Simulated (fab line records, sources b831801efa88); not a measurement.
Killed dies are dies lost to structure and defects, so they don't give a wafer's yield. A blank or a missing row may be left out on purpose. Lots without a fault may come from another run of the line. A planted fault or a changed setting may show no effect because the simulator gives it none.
Problem report in the 8D (eight disciplines) form, filled by code | flow sky130 | the parts of the form that need people (team, actions taken, sign-off) are left out

1. THE PROBLEM
tube_center_temp_C at SKY_PAD_OPEN_ANNEAL_12 reads a mean of 395 C on 6 wafers of 2 lots; wafers without a fault read 400 C with a standard deviation of 0.037. That is -99 or more standard deviations from the usual mean.
First seen on wafer L117.2, day 49 22:38, on furnace-02. The record holds 33 wafers of 11 lots with a number at this step. Rule for "out", or "out of limits": more than 4 standard deviations from the usual mean. The other wafers with a number count as sound.

2. WHAT IT IS AND WHAT IT IS NOT
question                    | is                                                           | is not
which readings at this step | tube_center_temp_C, spike_tc_lower_C, tube_center_temp_C_max | -
which lots                  | L117, L118                                                   | L102, L103, L104, L105, L108, L111, L115, L121, L123
which wafers of those lots  | all that have a number                                       | -
read on which tools         | furnace-02                                                   | furnace-01
when                        | from day 49 22:38                                            | up to then (21 sound wafers); but 6 sound wafers of L121, L123 came after

3. SUSPECTS, AND WHAT RULES EACH OUT
Counting: a tool at a process step up to the reading stays a suspect if it ran every lot that is out and no sound lot after the first of them.
- plasma_asher-02 at SKY_PASSIVATION_STRIP_12 (strips in O2/N2): kept. It ran every lot that is out, first L117 (day 49 04:21), and no sound lot after that; its last sound lot up to then is L111 (day 47 19:23).
- furnace-02 at SKY_PAD_OPEN_ANNEAL_12: kept. It ran every lot that is out, first L117 (day 49 22:38), and no sound lot after that; its last sound lot up to then is L115 (day 49 13:50). Its own readings are out on those wafers: spike_tc_lower_C, tube_center_temp_C, tube_center_temp_C_max.
Left after counting: plasma_asher-02 at SKY_PASSIVATION_STRIP_12, furnace-02 at SKY_PAD_OPEN_ANNEAL_12.

4. THE CAUSE (what the simulator had put in)
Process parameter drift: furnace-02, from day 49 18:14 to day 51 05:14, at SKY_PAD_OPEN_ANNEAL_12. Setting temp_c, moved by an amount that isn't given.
Counting left 2 suspects, and this tool is among them.

5. THE CHAIN OF EFFECTS, in route order
Each row: a reading whose mean over the struck wafers that have a number lies more than 3 standard deviations from the usual. Only readings for which the record gives a usual standard deviation are gone through. hours: the time from each lot's start at the first step in this table that gives one to its start at this step, as a median over the lots. sigmas: the change in usual standard deviations.
hours | step                   | reading                | usual   | on struck wafers | change | sigmas
0     | SKY_PAD_OPEN_ANNEAL_12 | spike_tc_centre_C      | 401.9 C | 397.4            | -4.5   | -3.8
0     | SKY_PAD_OPEN_ANNEAL_12 | spike_tc_lower_C       | 400.5 C | 395.2            | -5.2   | -5.2
0     | SKY_PAD_OPEN_ANNEAL_12 | spike_tc_upper_C       | 398.8 C | 392.7            | -6.1   | -3.6
0     | SKY_PAD_OPEN_ANNEAL_12 | tube_center_temp_C     | 400 C   | 395              | -5     | -99 or more
0     | SKY_PAD_OPEN_ANNEAL_12 | tube_center_temp_C_max | 401.03  | 396.05           | -4.98  | -31
The process steps in it:
- SKY_PAD_OPEN_ANNEAL_12

6. WHAT WOULD HAVE CAUGHT IT SOONER
In this record the first reading out of limits was taken at day 49 22:38, 4 hours after the fault began at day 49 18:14.
